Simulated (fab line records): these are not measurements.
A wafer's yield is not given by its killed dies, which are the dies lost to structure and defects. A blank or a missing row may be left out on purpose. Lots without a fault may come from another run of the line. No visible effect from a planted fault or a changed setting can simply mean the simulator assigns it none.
Which tool was responsible?	flow gf180mcu	6 lots, 18 wafers sampled, at 4 steps of a route of 602

== WHAT THE GAUGES READ, wafer by wafer ==
GF_PASSIVATION_THK_MEAS_03.
lot	measured	on	PASSIVATION_CVD_02_THK (nm)
L101	day 28 18:58	film_metro-01	691 699 705
L104	day 29 16:15	film_metro-01	693 705 711
L106	day 30 11:10	film_metro-01	714 699 718
L110	day 31 09:07	film_metro-03	688 707 704
L112	day 31 21:49	film_metro-04	704 699 720
L119	day 33 20:44	film_metro-04	699 713 705

== WHAT TOOL EACH LOT RAN ON (gives the tool, then ch and the chambers of the sampled wafers, and finally the start) ==
lot	GF_M1_SPUTTER_00	GF_V5_SPUTTER_21	GF_V5_SPUTTER_22
L101	pvd_sputter-01, day 16 22:04	pvd_sputter-04, day 27 20:58	pvd_sputter-04, day 27 21:02
L104	pvd_sputter-03, day 17 21:05	pvd_sputter-04, day 28 17:33	pvd_sputter-04, day 28 17:37
L106	pvd_sputter-02, day 18 18:56	pvd_sputter-01, day 29 14:29	pvd_sputter-01, day 29 14:32
L110	pvd_sputter-02, day 20 03:19	pvd_sputter-04, day 30 13:12	pvd_sputter-04, day 30 13:16
L112	pvd_sputter-03, day 20 20:56	pvd_sputter-01, day 31 02:37	pvd_sputter-01, day 31 02:41
L119	pvd_sputter-01, day 23 16:58	pvd_sputter-04, day 33 03:05	pvd_sputter-04, day 33 03:09
- GF_M1_SPUTTER_00: material Ti, target thk 37.5 nm, time 150 s.
- GF_V5_SPUTTER_21: material Ti, target thk 15 nm, time 80.02 s.
- GF_V5_SPUTTER_22: material TiN, target thk 10 nm, time 40 s.

== THE ANSWER, worked out from the rows above alone ==
Rule: usual is defined by the lots themselves. The widest of any qualifying gaps counts: lots, ordered by their means at a reading, are off when they make up no more than a third of the lots, leave a main group of 4 or more, and stand apart from it by 3 or more times the standard deviation of that group's means. A main group is skipped when, at the precision printed for the reading in the tables above, its means are all equal. Also off: a lot with no number at a reading for which 4 or more lots have one. The other lots that the step has rows for count as sound.
Nothing can be told from this: no lot is off at any reading shown.

== WHAT THE SIMULATOR HAD INSERTED ==
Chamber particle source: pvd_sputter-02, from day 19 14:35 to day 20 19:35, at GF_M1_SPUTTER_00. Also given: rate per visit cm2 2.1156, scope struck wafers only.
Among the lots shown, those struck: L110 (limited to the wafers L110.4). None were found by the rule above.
